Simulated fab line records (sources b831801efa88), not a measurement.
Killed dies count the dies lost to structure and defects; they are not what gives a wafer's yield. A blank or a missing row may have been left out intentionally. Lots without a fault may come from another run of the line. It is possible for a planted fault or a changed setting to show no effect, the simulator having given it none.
The tool behind it: which one? :: flow gf180mcu :: 10 lots with 30 wafers sampled at 6 steps, on a route of 602 steps

WHAT THE GAUGES SHOWED, per wafer
GF_M4_RS_MEAS_05: measurement is done with a four-point probe. Usual: for M4_ALCU_RS the level is 0.0696 ohm/sq and the standard deviation is 0.00086.
lot: L468
measured: day 23 20:19
on: film-metro-04
M4_ALCU_RS (ohm/sq): 0.0686 0.0690 0.0694
flag: 

lot: L469
measured: day 24 06:40
on: film-metro-03
M4_ALCU_RS (ohm/sq): 0.0693 0.0699 0.0689
flag: 

lot: L470
measured: day 24 14:16
on: film-metro-04
M4_ALCU_RS (ohm/sq): 0.0695 0.0693 0.0693
flag: 

lot: L477
measured: day 26 19:55
on: film-metro-04
M4_ALCU_RS (ohm/sq): 0.0763 0.0757 0.0748
flag: OFF

lot: L479
measured: day 27 09:34
on: film-metro-04
M4_ALCU_RS (ohm/sq): 0.0750 0.0755 0.0746
flag: OFF

lot: L482
measured: day 28 10:17
on: film-metro-03
M4_ALCU_RS (ohm/sq): 0.0695 0.0695 0.0707
flag: 

lot: L483
measured: day 28 19:56
on: film-metro-04
M4_ALCU_RS (ohm/sq): 0.0696 0.0692 0.0698
flag: 

lot: L484
measured: day 29 05:49
on: film-metro-04
M4_ALCU_RS (ohm/sq): 0.0699 0.0694 0.0698
flag: 

lot: L485
measured: day 29 08:43
on: film-metro-04
M4_ALCU_RS (ohm/sq): 0.0695 0.0708 0.0701
flag: 

lot: L488
measured: day 30 06:56
on: film-metro-03
M4_ALCU_RS (ohm/sq): 0.0685 0.0699 0.0704
flag: 

GF_M4_THK_MEAS_06: measures by xrf. Usual: for M4_ALCU_THK the level is 448 nm and the standard deviation is 5.6.
lot: L468
measured: day 23 20:24
on: film-metro-04
M4_ALCU_THK (nm): 452 449 447
flag: 

lot: L469
measured: day 24 06:46
on: film-metro-03
M4_ALCU_THK (nm): 453 450 456
flag: 

lot: L470
measured: day 24 14:23
on: film-metro-04
M4_ALCU_THK (nm): 447 448 446
flag: 

lot: L477
measured: day 26 20:02
on: film-metro-04
M4_ALCU_THK (nm): 410 415 417
flag: OFF

lot: L479
measured: day 27 09:41
on: film-metro-04
M4_ALCU_THK (nm): 416 414 417
flag: OFF

lot: L482
measured: day 28 10:24
on: film-metro-03
M4_ALCU_THK (nm): 452 453 446
flag: 

lot: L483
measured: day 28 20:02
on: film-metro-04
M4_ALCU_THK (nm): 445 448 447
flag: 

lot: L484
measured: day 29 05:56
on: film-metro-04
M4_ALCU_THK (nm): 446 448 443
flag: 

lot: L485
measured: day 29 08:50
on: film-metro-04
M4_ALCU_THK (nm): 447 440 446
flag: 

lot: L488
measured: day 30 07:03
on: film-metro-03
M4_ALCU_THK (nm): 459 448 448
flag: 

EACH LOT AND THE TOOL THAT RAN IT (in order: tool; ch and the chambers of the sampled wafers; start)
lot: L468
GF_V3_CVD_02: pecvd-01 ch 0,2, day 22 18:38
GF_M4_SPUTTER_00: pvd-sputter-03, day 23 20:02
GF_M4_SPUTTER_01: pvd-sputter-03, day 23 20:08
GF_M4_SPUTTER_02: pvd-sputter-03, day 23 20:10

lot: L469
GF_V3_CVD_02: pecvd-04 ch 0,1,2, day 23 04:58
GF_M4_SPUTTER_00: pvd-sputter-03, day 24 06:25
GF_M4_SPUTTER_01: pvd-sputter-03, day 24 06:31
GF_M4_SPUTTER_02: pvd-sputter-03, day 24 06:33

lot: L470
GF_V3_CVD_02: pecvd-02 ch 0,1,2, day 23 13:29
GF_M4_SPUTTER_00: pvd-sputter-03, day 24 14:02
GF_M4_SPUTTER_01: pvd-sputter-03, day 24 14:08
GF_M4_SPUTTER_02: pvd-sputter-03, day 24 14:10

lot: L477
GF_V3_CVD_02: pecvd-04 ch 1,2, day 25 20:22
GF_M4_SPUTTER_00: pvd-sputter-03, day 26 19:42
GF_M4_SPUTTER_01: pvd-sputter-03, day 26 19:48
GF_M4_SPUTTER_02: pvd-sputter-03, day 26 19:50

lot: L479
GF_V3_CVD_02: pecvd-02 ch 0,1, day 26 11:01
GF_M4_SPUTTER_00: pvd-sputter-03, day 27 09:20
GF_M4_SPUTTER_01: pvd-sputter-03, day 27 09:26
GF_M4_SPUTTER_02: pvd-sputter-03, day 27 09:28

lot: L482
GF_V3_CVD_02: pecvd-04 ch 0,1, day 27 11:47
GF_M4_SPUTTER_00: pvd-sputter-01, day 28 10:03
GF_M4_SPUTTER_01: pvd-sputter-01, day 28 10:09
GF_M4_SPUTTER_02: pvd-sputter-01, day 28 10:11

lot: L483
GF_V3_CVD_02: pecvd-01 ch 0,1, day 27 21:32
GF_M4_SPUTTER_00: pvd-sputter-04, day 28 19:41
GF_M4_SPUTTER_01: pvd-sputter-04, day 28 19:47
GF_M4_SPUTTER_02: pvd-sputter-04, day 28 19:49

lot: L484
GF_V3_CVD_02: pecvd-01 ch 1,2, day 28 07:50
GF_M4_SPUTTER_00: pvd-sputter-04, day 29 05:36
GF_M4_SPUTTER_01: pvd-sputter-04, day 29 05:42
GF_M4_SPUTTER_02: pvd-sputter-04, day 29 05:44

lot: L485
GF_V3_CVD_02: pecvd-01 ch 0,1, day 28 10:25
GF_M4_SPUTTER_00: pvd-sputter-01, day 29 08:29
GF_M4_SPUTTER_01: pvd-sputter-01, day 29 08:35
GF_M4_SPUTTER_02: pvd-sputter-01, day 29 08:37

lot: L488
GF_V3_CVD_02: pecvd-01 ch 1,2, day 29 09:37
GF_M4_SPUTTER_00: pvd-sputter-01, day 30 06:42
GF_M4_SPUTTER_01: pvd-sputter-01, day 30 06:48
GF_M4_SPUTTER_02: pvd-sputter-01, day 30 06:50
- GF_V3_CVD_02: deposits SiO2 from TEOS, target thk 850 nm, time 94.851 s.
- GF_M4_SPUTTER_00: material Ti, target thk 37.5 nm, time 150 s.
- GF_M4_SPUTTER_01: material TiN, target thk 30 nm, time 25 s.
- GF_M4_SPUTTER_02: material AlCu, target thk 450 nm, time 23.9 s.

WHAT THE TOOLS THEMSELVES READ (means of the sampled wafers that have a number; where no wafer has one, the mark that the record gives instead)
GF_V3_CVD_02. Usual: heater-power-w reads 600 W (standard deviation 83).
lot: L468
tool: pecvd-01
heater-power-w (W): 600
flag: 

lot: L469
tool: pecvd-04
heater-power-w (W): 557
flag: 

lot: L470
tool: pecvd-02
heater-power-w (W): 576
flag: 

lot: L477
tool: pecvd-04
heater-power-w (W): 646
flag: 

lot: L479
tool: pecvd-02
heater-power-w (W): 544
flag: 

lot: L482
tool: pecvd-04
heater-power-w (W): 552
flag: 

lot: L483
tool: pecvd-01
heater-power-w (W): 669
flag: 

lot: L484
tool: pecvd-01
heater-power-w (W): 604
flag: 

lot: L485
tool: pecvd-01
heater-power-w (W): 654
flag: 

lot: L488
tool: pecvd-01
heater-power-w (W): 606
flag: 

GF_M4_SPUTTER_00. Usual: chamber-pressure-pa 2.000 Pa, standard deviation 0.0037; throttle-valve-pct 30.5 %, standard deviation 1.
lot: L468
tool: pvd-sputter-03
chamber-pressure-pa (Pa): 2.002
throttle-valve-pct (%): 30.7
flag: 

lot: L469
tool: pvd-sputter-03
chamber-pressure-pa (Pa): 1.999
throttle-valve-pct (%): 30.7
flag: 

lot: L470
tool: pvd-sputter-03
chamber-pressure-pa (Pa): 2.002
throttle-valve-pct (%): 29.2
flag: 

lot: L477
tool: pvd-sputter-03
chamber-pressure-pa (Pa): 2.000
throttle-valve-pct (%): 30.6
flag: 

lot: L479
tool: pvd-sputter-03
chamber-pressure-pa (Pa): 2.003
throttle-valve-pct (%): 30.9
flag: 

lot: L482
tool: pvd-sputter-01
chamber-pressure-pa (Pa): 2.005
throttle-valve-pct (%): 30.4
flag: 

lot: L483
tool: pvd-sputter-04
chamber-pressure-pa (Pa): 2.000
throttle-valve-pct (%): 30.6
flag: 

lot: L484
tool: pvd-sputter-04
chamber-pressure-pa (Pa): 2.000
throttle-valve-pct (%): 30.0
flag: 

lot: L485
tool: pvd-sputter-01
chamber-pressure-pa (Pa): 1.997
throttle-valve-pct (%): 30.4
flag: 

lot: L488
tool: pvd-sputter-01
chamber-pressure-pa (Pa): 2.003
throttle-valve-pct (%): 30.8
flag: 

GF_M4_SPUTTER_01. Usual: chamber-pressure-pa 0.4001 Pa, standard deviation 0.00079; throttle-valve-pct 30.5 %, standard deviation 1.
lot: L468
tool: pvd-sputter-03
chamber-pressure-pa (Pa): 0.4002
throttle-valve-pct (%): 30.8
flag: 

lot: L469
tool: pvd-sputter-03
chamber-pressure-pa (Pa): 0.3999
throttle-valve-pct (%): 30.8
flag: 

lot: L470
tool: pvd-sputter-03
chamber-pressure-pa (Pa): 0.4006
throttle-valve-pct (%): 29.3
flag: 

lot: L477
tool: pvd-sputter-03
chamber-pressure-pa (Pa): 0.4006
throttle-valve-pct (%): 30.6
flag: 

lot: L479
tool: pvd-sputter-03
chamber-pressure-pa (Pa): 0.3995
throttle-valve-pct (%): 30.8
flag: 

lot: L482
tool: pvd-sputter-01
chamber-pressure-pa (Pa): 0.4006
throttle-valve-pct (%): 30.5
flag: 

lot: L483
tool: pvd-sputter-04
chamber-pressure-pa (Pa): 0.3998
throttle-valve-pct (%): 30.5
flag: 

lot: L484
tool: pvd-sputter-04
chamber-pressure-pa (Pa): 0.4005
throttle-valve-pct (%): 30.0
flag: 

lot: L485
tool: pvd-sputter-01
chamber-pressure-pa (Pa): 0.4006
throttle-valve-pct (%): 30.4
flag: 

lot: L488
tool: pvd-sputter-01
chamber-pressure-pa (Pa): 0.4002
throttle-valve-pct (%): 30.8
flag: 

GF_M4_SPUTTER_02. Usual: chamber-pressure-pa 0.4000 Pa, standard deviation 0.00078; throttle-valve-pct 30.5 %, standard deviation 0.99.
lot: L468
tool: pvd-sputter-03
chamber-pressure-pa (Pa): 0.3986
throttle-valve-pct (%): 30.7
flag: 

lot: L469
tool: pvd-sputter-03
chamber-pressure-pa (Pa): 0.3996
throttle-valve-pct (%): 30.7
flag: 

lot: L470
tool: pvd-sputter-03
chamber-pressure-pa (Pa): 0.4001
throttle-valve-pct (%): 29.3
flag: 

lot: L477
tool: pvd-sputter-03
chamber-pressure-pa (Pa): 0.5610
throttle-valve-pct (%): 25.9
flag: OFF

lot: L479
tool: pvd-sputter-03
chamber-pressure-pa (Pa): 0.5621
throttle-valve-pct (%): 25.8
flag: OFF

lot: L482
tool: pvd-sputter-01
chamber-pressure-pa (Pa): 0.4003
throttle-valve-pct (%): 30.5
flag: 

lot: L483
tool: pvd-sputter-04
chamber-pressure-pa (Pa): 0.3993
throttle-valve-pct (%): 30.5
flag: 

lot: L484
tool: pvd-sputter-04
chamber-pressure-pa (Pa): 0.3996
throttle-valve-pct (%): 30.1
flag: 

lot: L485
tool: pvd-sputter-01
chamber-pressure-pa (Pa): 0.4001
throttle-valve-pct (%): 30.4
flag: 

lot: L488
tool: pvd-sputter-01
chamber-pressure-pa (Pa): 0.3998
throttle-valve-pct (%): 30.9
flag: 

THE ANSWER, worked out from the rows above alone
Rule: a lot is off if the mean of its wafers that have a number lies more than 3 standard deviations from the usual mean. A lot without any number at a reading at which 4 lots or more have one is off too. The other lots that the step has rows for count as sound. Order of review: gauges by route order, followed by the tools' own readings, for which a lot's mean as printed above is used. At the first step where some lot is off, the reading lying furthest off is the one used; lots without a number count as furthest.
Off: L477, L479, at GF_M4_RS_MEAS_05 (M4_ALCU_RS).
If a tool, at a process step before that reading, ran all the lots that are off and no sound lot after the first of them, it fits. Not tried: the gauges at GF_M4_RS_MEAS_05; whatever is off there is also off at GF_M4_SPUTTER_02, on other tools, and gauge error can't account for it. One fits: pvd-sputter-03 at GF_M4_SPUTTER_00 and GF_M4_SPUTTER_01 and GF_M4_SPUTTER_02. At GF_M4_SPUTTER_00 its last sound lot is L470 (day 24 14:02), its first lot that is off L477 (day 26 19:42): a fault that began between those two fits.

WHAT HAD BEEN PUT IN BY THE SIMULATOR
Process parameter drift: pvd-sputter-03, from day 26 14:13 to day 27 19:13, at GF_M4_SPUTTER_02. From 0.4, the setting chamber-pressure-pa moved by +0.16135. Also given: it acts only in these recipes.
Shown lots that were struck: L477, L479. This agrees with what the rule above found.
